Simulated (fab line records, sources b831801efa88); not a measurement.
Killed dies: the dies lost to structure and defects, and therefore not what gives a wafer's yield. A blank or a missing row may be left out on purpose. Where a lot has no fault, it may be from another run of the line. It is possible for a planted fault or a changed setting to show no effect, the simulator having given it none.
Split-lot trial || flow sky130 || 5 lots, 23 wafers read, on a route of 708 steps

## ON THE SPLIT
At SKY_METAL2_SPUTTER_00 (material Ti, target thk 15 nm, time 10 s), the setting power w was moved away from the recipe's 3000 W on 6 of the 23 wafers read, by -9.9% to +5.8%. This setting was run at the recipe's value on the other wafers.

Reading taken at the split's own step.

## THE READING
Ti_of_METAL2_SPUTTER_00.thk nm (the simulator's own value, which no gauge read), in nm, at SKY_METAL2_SPUTTER_00 (material Ti, target thk 15 nm, time 10 s). The file does not state a usual value for it. Here, 17 wafers ran the recipe; their average is 14.95 nm with a standard deviation of 0.2 nm.

{"wafer": "L077.1", "tool, chamber at the split": "pvd sputter-03, -", "power w as run, W": 3000, "against the recipe": "recipe", "Ti_of_METAL2_SPUTTER_00.thk nm, nm": 15.06, "against lot-mates on the recipe": "-"}
{"wafer": "L077.2", "tool, chamber at the split": "pvd sputter-03, -", "power w as run, W": 3000, "against the recipe": "recipe", "Ti_of_METAL2_SPUTTER_00.thk nm, nm": 14.96, "against lot-mates on the recipe": "-"}
{"wafer": "L077.3", "tool, chamber at the split": "pvd sputter-03, -", "power w as run, W": 3000, "against the recipe": "recipe", "Ti_of_METAL2_SPUTTER_00.thk nm, nm": 14.51, "against lot-mates on the recipe": "-"}
{"wafer": "L077.4", "tool, chamber at the split": "pvd sputter-03, -", "power w as run, W": 3000, "against the recipe": "recipe", "Ti_of_METAL2_SPUTTER_00.thk nm, nm": 15.05, "against lot-mates on the recipe": "-"}
{"wafer": "L077.6", "tool, chamber at the split": "pvd sputter-03, -", "power w as run, W": 3000, "against the recipe": "recipe", "Ti_of_METAL2_SPUTTER_00.thk nm, nm": 14.93, "against lot-mates on the recipe": "-"}
{"wafer": "L078.2", "tool, chamber at the split": "pvd sputter-03, -", "power w as run, W": 2703, "against the recipe": "-9.9%", "Ti_of_METAL2_SPUTTER_00.thk nm, nm": 13.55, "against lot-mates on the recipe": -1.49}
{"wafer": "L078.3", "tool, chamber at the split": "pvd sputter-03, -", "power w as run, W": 2703, "against the recipe": "-9.9%", "Ti_of_METAL2_SPUTTER_00.thk nm, nm": 13.15, "against lot-mates on the recipe": -1.89}
{"wafer": "L078.4", "tool, chamber at the split": "pvd sputter-03, -", "power w as run, W": 3000, "against the recipe": "recipe", "Ti_of_METAL2_SPUTTER_00.thk nm, nm": 15.05, "against lot-mates on the recipe": "-"}
{"wafer": "L078.5", "tool, chamber at the split": "pvd sputter-03, -", "power w as run, W": 2703, "against the recipe": "-9.9%", "Ti_of_METAL2_SPUTTER_00.thk nm, nm": 13.3, "against lot-mates on the recipe": -1.74}
{"wafer": "L078.6", "tool, chamber at the split": "pvd sputter-03, -", "power w as run, W": 3000, "against the recipe": "recipe", "Ti_of_METAL2_SPUTTER_00.thk nm, nm": 15.03, "against lot-mates on the recipe": "-"}
{"wafer": "L080.2", "tool, chamber at the split": "pvd sputter-03, -", "power w as run, W": 3000, "against the recipe": "recipe", "Ti_of_METAL2_SPUTTER_00.thk nm, nm": 15.22, "against lot-mates on the recipe": "-"}
{"wafer": "L080.4", "tool, chamber at the split": "pvd sputter-03, -", "power w as run, W": 3000, "against the recipe": "recipe", "Ti_of_METAL2_SPUTTER_00.thk nm, nm": 14.86, "against lot-mates on the recipe": "-"}
{"wafer": "L080.5", "tool, chamber at the split": "pvd sputter-03, -", "power w as run, W": 3000, "against the recipe": "recipe", "Ti_of_METAL2_SPUTTER_00.thk nm, nm": 15.33, "against lot-mates on the recipe": "-"}
{"wafer": "L083.1", "tool, chamber at the split": "pvd sputter-01, -", "power w as run, W": 3000, "against the recipe": "recipe", "Ti_of_METAL2_SPUTTER_00.thk nm, nm": 14.69, "against lot-mates on the recipe": "-"}
{"wafer": "L083.2", "tool, chamber at the split": "pvd sputter-01, -", "power w as run, W": 3000, "against the recipe": "recipe", "Ti_of_METAL2_SPUTTER_00.thk nm, nm": 14.72, "against lot-mates on the recipe": "-"}
{"wafer": "L083.3", "tool, chamber at the split": "pvd sputter-01, -", "power w as run, W": 3000, "against the recipe": "recipe", "Ti_of_METAL2_SPUTTER_00.thk nm, nm": 14.8, "against lot-mates on the recipe": "-"}
{"wafer": "L083.4", "tool, chamber at the split": "pvd sputter-01, -", "power w as run, W": 3000, "against the recipe": "recipe", "Ti_of_METAL2_SPUTTER_00.thk nm, nm": 14.93, "against lot-mates on the recipe": "-"}
{"wafer": "L083.5", "tool, chamber at the split": "pvd sputter-01, -", "power w as run, W": 3000, "against the recipe": "recipe", "Ti_of_METAL2_SPUTTER_00.thk nm, nm": 14.78, "against lot-mates on the recipe": "-"}
{"wafer": "L084.1", "tool, chamber at the split": "pvd sputter-04, -", "power w as run, W": 3175, "against the recipe": "+5.8%", "Ti_of_METAL2_SPUTTER_00.thk nm, nm": 16.01, "against lot-mates on the recipe": "+0.92"}
{"wafer": "L084.2", "tool, chamber at the split": "pvd sputter-04, -", "power w as run, W": 3175, "against the recipe": "+5.8%", "Ti_of_METAL2_SPUTTER_00.thk nm, nm": 15.91, "against lot-mates on the recipe": "+0.82"}
{"wafer": "L084.3", "tool, chamber at the split": "pvd sputter-04, -", "power w as run, W": 3000, "against the recipe": "recipe", "Ti_of_METAL2_SPUTTER_00.thk nm, nm": 15.09, "against lot-mates on the recipe": "-"}
{"wafer": "L084.4", "tool, chamber at the split": "pvd sputter-04, -", "power w as run, W": 3175, "against the recipe": "+5.8%", "Ti_of_METAL2_SPUTTER_00.thk nm, nm": 15.89, "against lot-mates on the recipe": "+0.80"}
{"wafer": "L084.6", "tool, chamber at the split": "pvd sputter-04, -", "power w as run, W": 3000, "against the recipe": "recipe", "Ti_of_METAL2_SPUTTER_00.thk nm, nm": 15.1, "against lot-mates on the recipe": "-"}

THE FIT
A straight line over all 23 wafers: Ti_of_METAL2_SPUTTER_00.thk nm changes by +0.165 nm for each +1% of power w; r = +0.97; the points scatter about the line by 0.19 nm.
The same after taking each lot's own level away (the mean of its wafers on the recipe; 23 wafers): +0.164 nm for each +1%; r = +0.98; scatter 0.15 nm.
On that fit, the largest move of power w shifts the reading by 1.6 nm.
Across the lots, their own levels run from 14.784 to 15.137 nm, a range of 1.8 times the standard deviation given above.
Hence the lot-to-lot level has little effect on the slope; both slopes agree.
Check: for one of the wafers moved furthest among these (-9.9%), held out of the fit, the line's prediction against its lot-mates is -1.71 nm. Against them it came out at -1.49 nm.

## FURTHER SPLITS ON THESE WAFERS
Other splits were also applied to these wafers ahead of the reading. Each is held against what the fit with the lots' levels taken away leaves over:
{"other split on the same wafers": "SKY_SPACER_CVD_00 pressure mtorr", "wafers away from the commonest value": 18, "r with Ti_of_METAL2_SPUTTER_00.thk nm (lot level and that fit taken away)": -0.17}
{"other split on the same wafers": "SKY_SD_P_IMPLANT_09 dose cm2", "wafers away from the commonest value": 8, "r with Ti_of_METAL2_SPUTTER_00.thk nm (lot level and that fit taken away)": "+0.22"}
{"other split on the same wafers": "SKY_SD_N_STRIP_11 power w", "wafers away from the commonest value": 4, "r with Ti_of_METAL2_SPUTTER_00.thk nm (lot level and that fit taken away)": -0.12}
{"other split on the same wafers": "SKY_LI_CONTACT_HDPCVD_00 time s", "wafers away from the commonest value": 7, "r with Ti_of_METAL2_SPUTTER_00.thk nm (lot level and that fit taken away)": "+0.10"}
{"other split on the same wafers": "SKY_LI_CONTACT_EXPOSE_09 dose mj", "wafers away from the commonest value": 9, "r with Ti_of_METAL2_SPUTTER_00.thk nm (lot level and that fit taken away)": "+0.18"}
{"other split on the same wafers": "SKY_LI_CONTACT_ETCH_14 time s", "wafers away from the commonest value": 12, "r with Ti_of_METAL2_SPUTTER_00.thk nm (lot level and that fit taken away)": -0.02}
{"other split on the same wafers": "SKY_CONTACT_HDPCVD_02 sih4 flow sccm", "wafers away from the commonest value": 4, "r with Ti_of_METAL2_SPUTTER_00.thk nm (lot level and that fit taken away)": "+0.26"}
{"other split on the same wafers": "SKY_CONTACT_CMP_04 down force psi", "wafers away from the commonest value": 5, "r with Ti_of_METAL2_SPUTTER_00.thk nm (lot level and that fit taken away)": "+0.32"}

## THE FILE'S OWN FIT
Ti_of_METAL2_SPUTTER_00.thk nm changes by +0.165 nm for each +1% of power w, r = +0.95.
